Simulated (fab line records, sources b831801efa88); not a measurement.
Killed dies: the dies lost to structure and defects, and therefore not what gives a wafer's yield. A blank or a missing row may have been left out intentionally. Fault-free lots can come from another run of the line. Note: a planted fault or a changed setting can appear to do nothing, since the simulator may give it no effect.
Commonality check across tools -- flow sky130 -- Lots sampled 15, wafers sampled 45

## WHY THIS WAS OPENED
At SKY_VT_ADJUST_LVTN_TW_MEAS_21 the reading VT_ADJUST_LVTN_2_TW is flagged on 3 of 15 lots. Fault-free wafers read 188.5, with a standard deviation of 2.3.
Rule: flag the lot when none of its wafers has a number, or when each of its wafers that has one lies beyond 4 standard deviations from that mean. The other lots count as sound.

lot,measured,on,"VT_ADJUST_LVTN_2_TW, wafer by wafer",flag
L966,day 7 09:39,film-metro-01,188.9 188.5 188.0,
L967,day 7 16:58,film-metro-01,188.7 187.9 187.0,
L972,day 9 06:48,film-metro-01,30.3 30.2 30.2,FLAGGED
L973,day 9 09:35,film-metro-04,29.6 29.7 29.5,FLAGGED
L974,day 9 15:51,film-metro-04,29.6 29.7 29.8,FLAGGED
L979,day 11 04:04,film-metro-01,189.8 188.7 189.0,
L981,day 12 01:36,film-metro-01,188.6 187.9 188.6,
L982,day 12 21:07,film-metro-04,185.4 186.2 184.9,
L983,day 13 07:16,film-metro-01,191.0 190.1 189.0,
L984,day 13 07:36,film-metro-04,184.5 183.8 184.8,
L985,day 13 15:51,film-metro-04,185.7 184.5 185.5,
L987,day 13 21:59,film-metro-02,191.7 192.1 192.3,
L986,day 13 23:19,film-metro-02,193.0 191.7 192.9,
L989,day 14 07:23,film-metro-04,186.7 185.7 186.1,
L988,day 14 09:01,film-metro-01,189.4 189.2 190.8,
On average the flagged lots' numbers are 29.8, which is -158.7 against the usual, or -69 standard deviations.

## WHICH TOOL RAN EACH LOT
The record holds 2 process steps before the reading, out of a route of 708 steps. Cell contents, in order: the tool; ch with the chambers the sampled wafers went through; the start.
lot,flag,SKY_FIELD_ISO_ETCH_14,SKY_VT_ADJUST_LVTN_IMPLANT_19
L966,,"rie-diel-04 ch 0,3, day 2 04:10","implanter-02 ch 0, day 7 09:24"
L967,,"rie-diel-03 ch 0,3, day 2 10:37","implanter-03 ch 0, day 7 16:43"
L972,FLAGGED,"rie-diel-02 ch 0,2,3, day 3 14:47","implanter-02, day 9 06:33"
L973,FLAGGED,"rie-diel-03 ch 0,1,3, day 3 17:07","implanter-04, day 9 09:22"
L974,FLAGGED,"rie-diel-03 ch 0,1,2, day 3 20:50","implanter-03, day 9 15:36"
L979,,"rie-diel-02 ch 0,1,2, day 5 00:17","implanter-03 ch 0, day 11 03:49"
L981,,"rie-diel-03 ch 1,3, day 5 11:19","implanter-03 ch 0, day 12 01:21"
L982,,"rie-diel-02 ch 0,1, day 5 15:26","implanter-03 ch 0, day 12 20:52"
L983,,"rie-diel-02 ch 1,3, day 5 21:47","implanter-02 ch 0, day 13 07:01"
L984,,"rie-diel-03 ch 0,1, day 6 01:07","implanter-04 ch 0, day 13 07:21"
L985,,"rie-diel-03 ch 0,1,3, day 6 06:47","implanter-02 ch 0, day 13 15:36"
L987,,"rie-diel-04 ch 0,1,2, day 6 20:19","implanter-04 ch 0, day 13 21:46"
L986,,"rie-diel-04 ch 0,1,2, day 6 14:08","implanter-04 ch 0, day 13 23:05"
L989,,"rie-diel-03 ch 0,2,3, day 7 06:29","implanter-04 ch 0, day 14 07:08"
L988,,"rie-diel-04 ch 0,2,3, day 7 06:22","implanter-02 ch 0, day 14 08:46"
These steps, and what they do:
- SKY_FIELD_ISO_ETCH_14: etches BARC in N2/H2, stops on SiO2, time 45.9 s, target depth 60 nm.
- SKY_VT_ADJUST_LVTN_IMPLANT_19
- SKY_VT_ADJUST_LVTN_TW_MEAS_21

## FLAGGED OVER TOTAL, TOOL BY TOOL (the gauges that took the reading come last)
step,tool,lots run,flagged,share of the flagged lots,sound lots run after its first flagged lot
SKY_FIELD_ISO_ETCH_14,rie-diel-02,4,1,some,"3 (L979,L982,L983)"
SKY_FIELD_ISO_ETCH_14,rie-diel-03,7,2,some,"4 (L981,L984,L985,L989)"
SKY_FIELD_ISO_ETCH_14,rie-diel-04,4,0,none,-
SKY_VT_ADJUST_LVTN_IMPLANT_19,implanter-02,5,1,some,"3 (L983,L985,L988)"
SKY_VT_ADJUST_LVTN_IMPLANT_19,implanter-03,5,1,some,"3 (L979,L981,L982)"
SKY_VT_ADJUST_LVTN_IMPLANT_19,implanter-04,5,1,some,"4 (L984,L987,L986,L989)"
SKY_VT_ADJUST_LVTN_TW_MEAS_21,film-metro-01,7,1,some,"4 (L979,L981,L983,L988)"
SKY_VT_ADJUST_LVTN_TW_MEAS_21,film-metro-02,2,0,none,-
SKY_VT_ADJUST_LVTN_TW_MEAS_21,film-metro-04,6,2,some,"4 (L982,L984,L985,L989)"

## WHAT THE TABLE ALLOWS
No row of the table ran every flagged lot.

## WHAT THE SIMULATOR HAD INSERTED
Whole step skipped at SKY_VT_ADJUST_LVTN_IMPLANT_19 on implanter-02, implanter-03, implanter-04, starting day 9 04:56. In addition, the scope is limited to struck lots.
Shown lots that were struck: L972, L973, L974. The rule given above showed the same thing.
